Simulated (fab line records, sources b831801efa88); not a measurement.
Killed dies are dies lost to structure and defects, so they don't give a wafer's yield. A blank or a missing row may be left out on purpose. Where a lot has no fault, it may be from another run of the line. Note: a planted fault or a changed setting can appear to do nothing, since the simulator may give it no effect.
Struck lot and sound lot, side by side | flow sky130 | 36 steps out of a route of 708
Sound: these wafers, L373.1, L373.3, L373.5. Wafers L376.1, L376.2, L376.4 were the ones struck. The cause is named last.
Per side, at each step with rows, come the tool, then ch with its chambers, and then its first start. Under that, the readings that differ: sound wafers | struck wafers | difference of the means | sigmas: that difference in standard deviations of wafers without a fault.
alike: readings with means less than 2 such deviations apart, plus words and numbers identical on both sides. not compared: withheld readings, readings lacking a value on some wafer, bounds such as >300 that could conceal the same value, and numbers that have no deviation in the record and whose values overlap.
The two part at a step that has a row with sigmas, a row that says differs or no value, or rows on one side only. Non-overlapping numbers with no deviation appear without sigmas and do not part them. A reading missing from all wafers of one side parts the sides only when that side holds two or more wafers.

first, 10 steps without rows for these wafers: SKY_GATE_OXIDE_COAT_05 (resist thk 1140 nm); SKY_GATE_OXIDE_SOFTBAKE_06 (time 60 s); SKY_GATE_OXIDE_EXPOSE_07 (exposes mask LVOM, target cd 600 nm); SKY_GATE_OXIDE_PEB_08; SKY_GATE_OXIDE_DEVELOP_09 (develop time 60 s); SKY_GATE_OXIDE_IMPLANT_11; SKY_GATE_OXIDE_WET_ETCH_12 (etches SiO2 in dHF, target depth 16.8 nm, time 336 s); SKY_GATE_OXIDE_STRIP_13 (strips in O2/N2); SKY_GATE_OXIDE_CLEAN_15 (cleans in SC1/SC2, time 150 s); SKY_GATE_OXIDE_OXIDATION_16 (stabilise 600 s, purge 300 s, target thk 3.57 nm).
SKY_POLY_GATE_CVD_00: deposits poly-Si, target thk 180 nm, time 720 s.
  sound on lpcvd-01 ch 0, day 16 07:10; struck on lpcvd-01 ch 1, day 18 07:55
  reading                                       | sound                | struck               | difference | sigmas
  susceptor-temp-C (C)                          | 620.43 620.63 620.69 | 620.01 619.71 620.06 | -0.66      | -2
  model.poly-Si_of_POLY_GATE_CVD_00.thk-nm (nm) | 179.7 180.6 181.4    | 146.5 144.5 146.9    | -34.6      |
  alike: spike-tc-centre-C, spike-tc-upper-C
SKY_POLY_GATE_THK_MEAS_01:
  sound on film-metro-03, day 16 08:22; struck on film-metro-03, day 18 09:07
  reading                   | sound             | struck            | difference | sigmas
  POLY_GATE_CVD_00_THK (nm) | 179.8 180.7 181.5 | 146.4 144.4 147.0 | -34.7      | -23
then, 9 steps without rows for these wafers: SKY_RES_PROTECT_DEHYDRATE_00 (time 60 s); SKY_RES_PROTECT_HMDS_01 (prime time 60 s); SKY_RES_PROTECT_COAT_02 (resist thk 1140 nm); SKY_RES_PROTECT_SOFTBAKE_03 (time 60 s); SKY_RES_PROTECT_EXPOSE_04 (exposes mask RPM, target cd 1270 nm); SKY_RES_PROTECT_PEB_05; SKY_RES_PROTECT_DEVELOP_06 (develop time 60 s); SKY_POLY_GATE_IMPLANT_02; SKY_RES_PROTECT_STRIP_07 (strips in O2/N2).
SKY_RES_PROTECT_CLEAN_09: cleans in SC1/SC2, time 150 s.
  sound on wet-bench-02 ch 2, day 17 12:47; struck on wet-bench-01 ch 0, day 19 16:34
  reading                                       | sound           | struck            | difference | sigmas
  model.poly-Si_of_POLY_GATE_CVD_00.thk-nm (nm) | 179.1 180 180.8 | 145.9 143.9 146.3 | -34.6      |
then, 11 steps without rows for these wafers: SKY_POLY_GATE_CVD_03 (deposits Si3N4 from DCS/NH3, target thk 75 nm, time 1290 s); SKY_POLY_GATE_DEHYDRATE_05 (time 60 s); SKY_POLY_GATE_HMDS_06 (prime time 60 s); SKY_POLY_GATE_COAT_07 (resist thk 110 nm); SKY_POLY_GATE_COAT_08 (resist thk 450 nm); SKY_POLY_GATE_SOFTBAKE_09 (time 90 s); SKY_POLY_GATE_EXPOSE_10 (exposes mask P1M, target cd 150 nm); SKY_POLY_GATE_PEB_11; SKY_POLY_GATE_DEVELOP_12 (develop time 60 s); SKY_POLY_GATE_ETCH_15 (etches BARC in N2/H2, stops on SiO2, time 118.5 s, target depth 110 nm); SKY_POLY_GATE_ETCH_16 (etches Si3N4 in CH3F/O2, stops on poly-Si, time 147.5 s, target depth 75 nm).
SKY_POLY_GATE_ETCH_17: etches poly-Si in HBr/Cl2, stops on SiO2, target depth 180 nm, time 70.5 s.
  sound on rie-si-02 ch 1,2,3, day 19 00:44; struck on rie-si-02 ch 1,2,3, day 21 02:26
  reading                               | sound             | struck            | difference | sigmas
  oes-product-au (a.u.)                 | 0.992 0.991 0.978 | 0.864 0.847 0.860 | -0.130     | -18
  model.POLY_GATE.feature-depth-nm (nm) | 179.1 180 178.9   | 145.9 143.9 146.3 | -34.0      |
  model.etch.depth-nm (nm)              | 179.1 180 178.9   | 145.9 143.9 146.3 | -34.0      |
  alike: HBr_flow_sccm, drypump-motor-current-A, mfc-cl2-sccm, throttle-valve-pct
  not compared: rf-hours-counter-h
then, 1 step without rows for these wafers: SKY_POLY_GATE_STRIP_18 (strips in O2/N2).
-- record jumps: 28 days separate the struck wafers' starts on either side; left off in module POLY_GATE, taken up again in module PAD_OPEN, whose first shown step is the route's number 708 --
SKY_PAD_OPEN_PROBE_99:
  sound on prober-02, day 47 17:18; struck on prober-01, day 48 18:23
  reading                              | sound             | struck            | difference | sigmas
  killed_at_M4_up                      | 3 5 3             | 8 10 5            | +4         | +2
  killed-dies                          | 82 76 57          | 97 94 87          | +21        | +2
  model.etest.res-xhigh-po.line-ohm-um | 5619 5794 6152    | 5195 5055 5208    | -702       |
  model.etest.res-xhigh-po.rs-ohm-sq   | 1969 2006 2102    | 1813 1811 1819    | -211       |
  model.etest.res-high-po.line-ohm-um  | 752.2 758.1 765.9 | 816.7 809.3 818.6 | +56.1      |
  model.etest.res-poly.line-ohm-um     | 523 518.8 519     | 592.8 565.9 578.9 | +58.9      |
  model.etest.res-high-po.rs-ohm-sq    | 262.5 262.7 268.3 | 290 296.6 289.5   | +28        |
  model.etest.licon-high-po.rc-ohm     | 351 360.8 359.1   | 315.1 311.1 307.4 | -45.8      |
  model.etest.res-poly.rs-ohm-sq       | 47.84 47.94 48.39 | 55.28 56.36 54.81 | +7.43      |
  alike: killed_at_M0_to_M3, killed-at-contacts, killed-at-front-end, killed-at-other, killed-open, killed-short
  not compared: model.etest.tip-sonos.rs-ohm-sq

## WHERE THEY PART
Earliest at SKY_POLY_GATE_CVD_00; latest, in this record, at SKY_PAD_OPEN_PROBE_99.

WHY: what the simulator had put in
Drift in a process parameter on lpcvd-01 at SKY_POLY_GATE_CVD_00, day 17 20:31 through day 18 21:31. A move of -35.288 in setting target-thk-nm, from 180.
